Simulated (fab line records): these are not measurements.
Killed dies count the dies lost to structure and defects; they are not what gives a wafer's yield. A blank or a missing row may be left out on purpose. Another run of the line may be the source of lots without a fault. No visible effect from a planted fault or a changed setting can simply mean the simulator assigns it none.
fab line records ; flow sky130
record lots=12; wafers=36; lastDay=49
route steps=708 shown LI_CONTACT@374 CONTACT@408 PAD_OPEN@708
lots with no fault: from the same line, run without faults
startH: the number of hours between the record's first day and the start of the first shown wafer of the lot ; waitH: time in hours since the lot's previous step ; " same as the row above ; L1.1+2: several wafers, shown together as one row ; - no value, or no start was given ; * or withheld: withheld ; < > ~ a bound
route shown NAME@n: names a module that has steps shown in the file, with the first one's number in the route ; usual: mean/standard deviation of fault-free wafers ; same: alike in all rows ; chamber/n: place in a boat ; sites: per-site readings ; _std_site: the standard deviation of these ; _edge_site: inner sites' mean taken away from outer sites' mean ; radiusMm: for every site, how far away it sits from the centre of the wafer ; mask NAME#n: copy n ; behind: the most recent tool/chamber to have shaped the wafer ; hold: why the lot was held/for how many hours/how that ended ; device: the transistor (n, p or np) that didn't switch ; end of line: at the end of the route, the tests of the same wafers ; for a step that has no rows: nothing shown but its recipe ; killed: at the first sort, the dies lost to defects and structure; wafer yield is something else ; map: a wafer's dies, x killed, . not, _ none there
set.NAME: the setting that was run; set.NAME@STEP: the one run at that earlier step ; model.NAME: the simulator's own value behind a step, which no gauge read
a sample of lots followed through the steps of the route, with each step as a table and each wafer as a row
services: a tool's chamber out of use, with start hour (startH, from the record's first day; less than 0 if before it), hours out, and reason
## steps
# step SKY_LI_CONTACT_CD_MEAS_12
# recipe targetCdNm=170
# usual cdNm=170.2/1.7
lot.wafer;tool;chamber;startH;waitH;cdNm
L117.1;cdSem-01;-;662.49;-;173.4
L117.3;cdSem-01;-;662.49;-;173.3
L117.5;cdSem-01;-;662.49;-;173.7
L118.1;cdSem-01;-;677.28;-;170.0
L118.3;cdSem-01;-;677.28;-;170.3
L118.4;cdSem-01;-;677.28;-;170.1
L120.2;cdSem-01;-;728.84;-;171.2
L120.3;cdSem-01;-;728.84;-;171.9
L120.5;cdSem-01;-;728.84;-;171.9
L121.2;cdSem-02;-;730.00;-;169.3
L121.3;cdSem-02;-;730.00;-;170.6
L121.4;cdSem-02;-;730.00;-;170.0
L122.3;cdSem-02;-;734.02;-;168.1
L122.4;cdSem-02;-;734.02;-;167.6
L122.6;cdSem-02;-;734.02;-;168.1
L126.2;cdSem-02;-;746.29;-;171.5
L126.3;cdSem-02;-;746.29;-;172.1
L126.5;cdSem-02;-;746.29;-;172.2
L125.3;cdSem-01;-;746.66;-;169.5
L125.4;cdSem-01;-;746.66;-;170.4
L125.6;cdSem-01;-;746.66;-;170.2
L127.1;cdSem-02;-;752.19;-;169.5
L127.2;cdSem-02;-;752.19;-;168.6
L127.4;cdSem-02;-;752.19;-;169.2
L128.2;cdSem-02;-;762.10;-;171.1
L128.3;cdSem-02;-;762.10;-;171.4
L128.4;cdSem-02;-;762.10;-;171.5
L132.3;cdSem-02;-;793.98;-;169.9
L132.5;cdSem-02;-;793.98;-;169.2
L132.6;cdSem-02;-;793.98;-;169.0
L133.1;cdSem-02;-;809.53;-;168.7
L133.2;cdSem-02;-;809.53;-;169.5
L133.4;cdSem-02;-;809.53;-;169.2
L135.1;cdSem-02;-;821.17;-;169.7
L135.4;cdSem-02;-;821.17;-;169.7
L135.6;cdSem-02;-;821.17;-;170.2
# step SKY_LI_CONTACT_SPUTTER_20
# recipe material=TiN; targetThkNm=20; chamberPressurePa=5; powerW=4000; timeS=80
# usual throttleValvePct=29.7/1
lot.wafer;tool;chamber;startH;waitH;throttleValvePct
L117.1;pvdSputter-03;-;663.15;0.0;30.7
L117.3;pvdSputter-03;-;663.15;0.0;27.9
L117.5;pvdSputter-03;-;663.15;0.0;28.6
L118.1;pvdSputter-02;-;677.94;0.0;28.8
L118.3;pvdSputter-02;-;677.94;0.0;30.5
L118.4;pvdSputter-02;-;677.94;0.0;31.2
L120.2;pvdSputter-03;-;729.48;0.0;28.3
L120.3;pvdSputter-03;-;729.48;0.0;30.2
L120.5;pvdSputter-03;-;729.48;0.0;30.7
L121.2;pvdSputter-02;-;730.64;0.0;30.3
L121.3;pvdSputter-02;-;730.64;0.0;31.0
L121.4;pvdSputter-02;-;730.64;0.0;29.7
L122.3;pvdSputter-03;-;734.64;0.0;30.6
L122.4;pvdSputter-03;-;734.64;0.0;28.1
L122.6;pvdSputter-03;-;734.64;0.0;28.1
L126.2;pvdSputter-02;-;747.10;0.0;28.8
L126.3;pvdSputter-02;-;747.10;0.0;29.6
L126.5;pvdSputter-02;-;747.10;0.0;30.0
L125.3;pvdSputter-01;-;747.28;0.0;28.1
L125.4;pvdSputter-01;-;747.28;0.0;30.6
L125.6;pvdSputter-01;-;747.28;0.0;30.7
L127.1;pvdSputter-01;-;752.85;0.0;29.9
L127.2;pvdSputter-01;-;752.85;0.0;29.5
L127.4;pvdSputter-01;-;752.85;0.0;30.6
L128.2;pvdSputter-02;-;762.74;0.0;30.6
L128.3;pvdSputter-02;-;762.74;0.0;31.1
L128.4;pvdSputter-02;-;762.74;0.0;29.7
L132.3;pvdSputter-01;-;794.60;0.0;29.7
L132.5;pvdSputter-01;-;794.60;0.0;30.3
L132.6;pvdSputter-01;-;794.60;0.0;29.5
L133.1;pvdSputter-01;-;810.20;0.0;30.1
L133.2;pvdSputter-01;-;810.20;0.0;29.6
L133.4;pvdSputter-01;-;810.20;0.0;27.8
L135.1;pvdSputter-02;-;821.84;0.0;29.8
L135.4;pvdSputter-02;-;821.84;0.0;28.7
L135.6;pvdSputter-02;-;821.84;0.0;30.4
# step SKY_LI_CONTACT_CVD_21
# recipe material=W; targetThkNm=400; timeS=120.56; tempC=400; pressureTorr=40
# usual heaterPowerW=849/95
lot.wafer;tool;chamber;startH;waitH;heaterPowerW;sinceWetCleanH
L117.1;cvdW-01;0;663.21;0.0;961;759
L117.3;cvdW-01;1;663.21;0.0;771;-
L117.5;cvdW-01;1;663.21;0.0;745;-
L118.1;cvdW-02;1;678.00;0.0;738;274
L118.3;cvdW-02;0;678.00;0.0;907;-
L118.4;cvdW-02;1;678.00;0.0;745;-
L120.2;cvdW-01;1;729.54;0.0;747;826
L120.3;cvdW-01;0;729.54;0.0;935;-
L120.5;cvdW-01;1;729.54;0.0;752;-
L121.2;cvdW-01;1;730.70;0.0;745;827
L121.3;cvdW-01;0;730.70;0.0;941;-
L121.4;cvdW-01;1;730.70;0.0;764;-
L122.3;cvdW-02;1;734.74;0.1;767;-
L122.4;cvdW-02;0;734.74;0.1;934;-
L122.6;cvdW-02;1;734.74;0.1;734;-
L126.2;cvdW-01;1;747.16;0.0;758;843
L126.3;cvdW-01;1;747.16;0.0;752;-
L126.5;cvdW-01;0;747.16;0.0;926;-
L125.3;cvdW-01;0;747.38;0.1;951;-
L125.4;cvdW-01;1;747.38;0.1;730;-
L125.6;cvdW-01;0;747.38;0.1;979;-
L127.1;cvdW-01;1;752.91;0.0;750;849
L127.2;cvdW-01;0;752.91;0.0;959;849
L127.4;cvdW-01;0;752.91;0.0;971;-
L128.2;cvdW-01;1;762.80;0.0;743;859
L128.3;cvdW-01;0;762.80;0.0;938;-
L128.4;cvdW-01;1;762.80;0.0;748;-
L132.3;cvdW-01;1;794.70;0.1;768;-
L132.5;cvdW-01;0;794.70;0.1;952;-
L132.6;cvdW-01;1;794.70;0.1;752;-
L133.1;cvdW-02;0;810.26;0.0;924;406
L133.2;cvdW-02;1;810.26;0.0;763;406
L133.4;cvdW-02;0;810.26;0.0;891;-
L135.1;cvdW-01;1;821.91;0.0;755;918
L135.4;cvdW-01;0;821.91;0.0;944;-
L135.6;cvdW-01;1;821.91;0.0;768;-
# step SKY_CONTACT_HDPCVD_02
# recipe material=SiO2; targetThkNm=565; sigmaOpenFrac=0.3; timeS=94.2; tempC=600; sih4FlowSccm=60; pressureMtorr=6
lot.wafer;tool;chamber;startH;waitH
L117.1+3+5;hdpcvd-02;0,1,0;692.26;0.1
L118.1+3+4;hdpcvd-01;0,2,0;707.56;0.1
L120.2+3+5;hdpcvd-02;2,1,1;758.10;0.0
L121.2+3+4;hdpcvd-02;1,2,2;760.31;0.0
L122.3+4+6;hdpcvd-02;2,1,2;764.31;0.0
L126.2+3+5;hdpcvd-02;0,2,1;776.89;0.0
L125.3+4+6;hdpcvd-01;0,2,0;777.08;0.0
L127.1+2+4;hdpcvd-02;1,0,0;780.84;0.1
L128.2+3+4;hdpcvd-01;0,1,1;790.56;0.0
L132.3+5+6;hdpcvd-02;0,1,0;823.00;0.0
L133.1+2+4;hdpcvd-02;0,1,1;838.37;0.1
L135.1+4+6;hdpcvd-01;1,2,0;849.79;0.1
# step SKY_CONTACT_THK_MEAS_03
# recipe reads=SiO2_of_CONTACT_HDPCVD_02
# usual CONTACT_HDPCVD_THK=566/6
lot.wafer;tool;chamber;startH;waitH;CONTACT_HDPCVD_THK[nm]
L117.1;filmMetro-04;-;692.33;0.0;555
L117.3;filmMetro-04;-;692.33;0.0;554
L117.5;filmMetro-04;-;692.33;0.0;548
L118.1;filmMetro-04;-;707.63;0.0;563
L118.3;filmMetro-04;-;707.63;0.0;559
L118.4;filmMetro-04;-;707.63;0.0;559
L120.2;filmMetro-04;-;758.18;0.0;570
L120.3;filmMetro-04;-;758.18;0.0;571
L120.5;filmMetro-04;-;758.18;0.0;575
L121.2;filmMetro-04;-;760.39;0.0;572
L121.3;filmMetro-04;-;760.39;0.0;571
L121.4;filmMetro-04;-;760.39;0.0;574
L122.3;filmMetro-04;-;764.40;0.1;566
L122.4;filmMetro-04;-;764.40;0.1;566
L122.6;filmMetro-04;-;764.40;0.1;568
L126.2;filmMetro-01;-;776.97;0.0;565
L126.3;filmMetro-01;-;776.97;0.0;561
L126.5;filmMetro-01;-;776.97;0.0;569
L125.3;filmMetro-02;-;777.17;0.1;566
L125.4;filmMetro-02;-;777.17;0.1;572
L125.6;filmMetro-02;-;777.17;0.1;564
L127.1;filmMetro-01;-;780.91;0.0;577
L127.2;filmMetro-01;-;780.91;0.0;577
L127.4;filmMetro-01;-;780.91;0.0;571
L128.2;filmMetro-01;-;790.64;0.0;567
L128.3;filmMetro-01;-;790.64;0.0;574
L128.4;filmMetro-01;-;790.64;0.0;577
L132.3;filmMetro-01;-;823.09;0.1;569
L132.5;filmMetro-01;-;823.09;0.1;932
L132.6;filmMetro-01;-;823.09;0.1;565
L133.1;filmMetro-01;-;838.44;0.0;562
L133.2;filmMetro-01;-;838.44;0.0;563
L133.4;filmMetro-01;-;838.44;0.0;923
L135.1;filmMetro-01;-;849.86;0.0;567
L135.4;filmMetro-01;-;849.86;0.0;570
L135.6;filmMetro-01;-;849.86;0.0;568
# step SKY_CONTACT_CMP_04
# recipe material=SiO2; downForcePsi=4; platenRpm=60; padVelocityMS=0.94248
# usual motorCurrentA=12.8/1.5; retainingRingPressureFrac=1.000/0.0051; timeToEndpointS=84/3.6
lot.wafer;tool;chamber;startH;waitH;motorCurrentA;retainingRingPressureFrac;timeToEndpointS
L117.3;cmp-02;2;692.44;0.1;11.8;0.999;75
L117.1;cmp-02;0;692.44;0.1;11.0;1.000;71
L117.5;cmp-02;1;692.44;0.1;12.3;1.000;71
L118.3;cmp-02;3;707.69;0.0;11.3;1.002;81
L118.4;cmp-02;0;707.69;0.0;10.8;0.992;80
L118.1;cmp-02;2;707.69;0.0;11.4;0.999;88
L120.3;cmp-01;2;758.23;0.0;14.1;1.001;84
L120.2;cmp-01;3;758.23;0.0;14.5;0.992;85
L120.5;cmp-01;2;758.23;0.0;13.7;0.992;87
L121.3;cmp-01;0;760.49;0.1;11.7;0.995;86
L121.4;cmp-01;1;760.49;0.1;14.7;0.990;87
L121.2;cmp-01;2;760.49;0.1;13.8;0.998;85
L122.4;cmp-01;3;764.44;0.0;14.8;0.998;85
L122.3;cmp-01;2;764.44;0.0;14.0;1.003;86
L122.6;cmp-01;3;764.44;0.0;14.8;0.999;87
L126.3;cmp-01;1;777.02;0.0;14.3;1.000;81
L126.2;cmp-01;0;777.02;0.0;11.4;0.993;82
L126.5;cmp-01;2;777.02;0.0;13.3;0.995;85
L125.3;cmp-02;2;777.31;0.1;11.9;0.991;84
L125.4;cmp-02;3;777.31;0.1;11.1;1.000;87
L125.6;cmp-02;0;777.31;0.1;10.8;1.001;82
L127.4;cmp-02;2;780.97;0.0;11.0;0.993;89
L127.1;cmp-02;3;780.97;0.0;11.0;1.001;88
L127.2;cmp-02;1;780.97;0.0;12.6;1.000;89
L128.4;cmp-02;2;790.74;0.1;11.4;1.002;87
L128.2;cmp-02;3;790.74;0.1;11.2;1.001;83
L128.3;cmp-02;0;790.74;0.1;10.7;1.005;87
L132.3;cmp-01;1;823.40;0.3;14.6;1.004;86
L132.5;cmp-01;0;823.40;0.3;11.5;1.010;218
L132.6;cmp-01;1;823.40;0.3;14.7;1.002;81
L133.4;cmp-01;0;838.50;0.0;12.0;1.002;220
L133.2;cmp-01;1;838.50;0.0;13.9;0.993;88
L133.1;cmp-01;3;838.50;0.0;15.5;0.993;86
L135.1;cmp-02;0;849.92;0.1;11.1;1.005;80
L135.4;cmp-02;1;849.92;0.1;12.8;1.004;85
L135.6;cmp-02;0;849.92;0.1;10.7;0.993;82
# step SKY_PAD_OPEN_PROBE_99
# usual killed_at_M0_to_M3=43/7; killed_at_M4_up=3.4/1.9; killedAtContacts=24/5.4; killedAtFrontEnd=15/4.4; killedAtOther=0.4/0.63; killedDies=86/9.1; killedOpen=46/6.6; killedShort=39/6.6
# same grossDies=492; killedAtBackSide=0
lot.wafer;tool;chamber;startH;waitH;killed_at_M0_to_M3;killed_at_M4_up;killedAtContacts;killedAtFrontEnd;killedAtOther;killedDies;killedOpen;killedShort
L117.1;prober-01;-;1064.20;0.1;50;3;25;12;0;90;50;40
L117.3;prober-01;-;1064.30;0.2;38;2;21;11;1;73;41;32
L117.5;prober-01;-;1064.40;0.2;43;2;19;13;0;77;40;37
L132.3;prober-02;-;1163.45;0.2;34;0;15;15;0;64;38;26
L132.5;prober-02;-;1163.55;0.2;46;5;26;17;1;95;57;37
L132.6;prober-02;-;1163.60;0.2;44;3;21;8;0;76;48;28
L133.1;prober-01;-;1171.39;0.1;50;3;12;15;0;80;43;37
L133.2;prober-01;-;1171.44;0.1;53;5;21;7;0;86;46;39
L133.4;prober-01;-;1171.54;0.2;57;4;24;11;0;96;45;50
L135.1;prober-02;-;1181.45;0.1;50;1;29;15;1;96;56;40
L135.4;prober-02;-;1181.60;0.2;39;4;26;17;0;86;53;33
L135.6;prober-02;-;1181.70;0.2;50;4;20;9;1;84;37;46
# killed by level:class
L117.1 VIA1:geometricParticle:open=13 CONTACT:geometricParticle:open=10 LI_CONTACT:geometricParticle:open=7 METAL3:geometricParticle:short=6 POLY_GATE:geometricParticle:open=5 VIA1:geometricParticle:short=5 VIA2:geometricParticle:short=5 VIA3:geometricParticle:open=5
L117.3 VIA1:geometricParticle:open=12 LI_CONTACT:geometricParticle:short=6 LI_CONTACT:geometricParticle:open=6 CONTACT:geometricParticle:open=5 VIA3:geometricParticle:open=5 CONTACT:geometricParticle:short=4 VIA1:geometricParticle:short=4 VIA3:geometricParticle:short=4
L117.5 VIA1:geometricParticle:open=10 CONTACT:geometricParticle:open=6 METAL1:geometricParticle:short=6 VIA1:geometricParticle:short=6 VIA2:geometricParticle:open=6 FIELD_ISO:geometricParticle:open=5 LI_CONTACT:geometricParticle:open=5 LOCAL_INTERCONNECT:geometricParticle:short=5
L132.3 VIA1:geometricParticle:open=13 VIA2:geometricParticle:open=7 FIELD_ISO:geometricParticle:short=6 LI_CONTACT:geometricParticle:open=4 LOCAL_INTERCONNECT:geometricParticle:short=4 CONTACT:geometricParticle:open=4 METAL2:geometricParticle:short=4 FIELD_ISO:geometricParticle:open=3
L132.5 VIA1:geometricParticle:open=14 CONTACT:geometricParticle:open=10 VIA3:geometricParticle:open=9 METAL1:geometricParticle:short=8 LI_CONTACT:geometricParticle:open=7 FIELD_ISO:geometricParticle:short=5 POLY_GATE:geometricParticle:short=5 LOCAL_INTERCONNECT:geometricParticle:short=4
L132.6 VIA1:geometricParticle:open=16 CONTACT:geometricParticle:open=8 VIA3:geometricParticle:open=8 POLY_GATE:geometricParticle:short=5 VIA2:geometricParticle:open=5 METAL2:geometricParticle:short=5 LI_CONTACT:geometricParticle:open=4 LOCAL_INTERCONNECT:geometricParticle:short=4
L133.1 VIA3:geometricParticle:open=9 VIA1:geometricParticle:open=8 METAL2:geometricParticle:short=7 VIA2:geometricParticle:open=5 POLY_GATE:geometricParticle:short=4 METAL1:geometricParticle:short=4 VIA3:geometricParticle:short=4 FIELD_ISO:geometricParticle:short=3
L133.2 VIA3:geometricParticle:open=12 CONTACT:geometricParticle:open=11 VIA1:geometricParticle:open=9 METAL2:geometricParticle:short=9 VIA2:geometricParticle:open=5 METAL1:geometricParticle:short=4 VIA1:geometricParticle:short=4 VIA2:geometricParticle:short=4
L133.4 VIA1:geometricParticle:open=10 VIA3:geometricParticle:open=10 METAL2:geometricParticle:short=9 CONTACT:geometricParticle:short=8 CONTACT:geometricParticle:open=6 VIA2:geometricParticle:open=5 METAL1:geometricParticle:short=5 VIA3:geometricParticle:short=5
L135.1 CONTACT:geometricParticle:open=14 VIA2:geometricParticle:open=10 LI_CONTACT:geometricParticle:open=9 METAL2:geometricParticle:short=9 METAL1:geometricParticle:short=9 VIA1:geometricParticle:open=6 VIA3:geometricParticle:open=5 FIELD_ISO:geometricParticle:short=4
L135.4 LI_CONTACT:geometricParticle:open=10 VIA1:geometricParticle:open=9 METAL2:geometricParticle:short=7 VIA3:geometricParticle:open=6 FIELD_ISO:geometricParticle:open=5 POLY_GATE:geometricParticle:open=5 POLY_GATE:geometricParticle:short=4 LOCAL_INTERCONNECT:geometricParticle:short=4
L135.6 VIA1:geometricParticle:short=8 VIA1:geometricParticle:open=8 METAL2:geometricParticle:short=8 VIA3:geometricParticle:open=8 CONTACT:geometricParticle:open=7 VIA2:geometricParticle:open=6 LI_CONTACT:geometricParticle:open=5 CONTACT:geometricParticle:short=4
## services
tool;chamber;startH;hours;kind
cmp-02;-;643.86;0.3;repair
hdpcvd-01;-;650.75;15.0;pm
hdpcvd-01;1;650.79;6.3;repair
pvdSputter-02;-;669.33;1.1;repair
pvdSputter-01;-;671.04;10.0;repair
pvdSputter-01;-;678.66;1.4;repair
cmp-01;-;701.43;2.9;pm
cmp-01;-;705.72;3.9;pm
hdpcvd-01;-;720.85;9.2;repair
cmp-02;-;735.66;0.2;repair
cvdW-01;-;741.48;1.5;repair
cmp-01;-;741.61;0.6;repair
cmp-02;-;743.54;17.4;pm
cmp-01;-;744.00;4.0;pm
hdpcvd-01;0;757.11;5.5;repair
pvdSputter-02;-;764.33;2.5;repair
cvdW-01;-;786.09;0.6;repair
cmp-01;-;802.36;3.0;repair
cmp-02;-;804.24;1.8;repair
cmp-02;-;817.19;6.6;pm
cvdW-01;-;822.85;1.1;repair
cmp-01;-;834.26;2.6;repair
hdpcvd-01;2;837.64;8.7;repair
pvdSputter-02;-;850.08;5.0;repair
## key
firstSign step=SKY_CONTACT_THK_MEAS_03; reading=CONTACT_HDPCVD_THK; direction=up; sigmas=60; usual=566; struck=928
effect step=SKY_CONTACT_CMP_04; reading=timeToEndpointS; direction=up; sigmas=38; usual=*; struck=*
metAt SKY_CONTACT_HDPCVD_02
struckLots L132,L133
struckWafers L132.5,L133.4
testerLeftOut L132,L133
notActingAt SKY_LI_CONTACT_CD_MEAS_12,SKY_LI_CONTACT_SPUTTER_20,SKY_LI_CONTACT_CVD_21
onsetBetween 780.84 823.00
fault kind=processParameterDrift; tool=hdpcvd-02; chamber=-; onsetH=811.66; steps=SKY_CONTACT_HDPCVD_02; channel=targetThkNm; offset=357.66; shape=step; endH=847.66; scope=struckWafersOnly; actsIn=theseRecipesOnly; stated=565
# testerLeftOut: of these lots the tester's yield and bins aren't shown, on N5 and GAA mostly nor the transistor test; their killed dies are dies lost to structure and defects alone, not to doping, threshold or leakage, so they don't give the yield
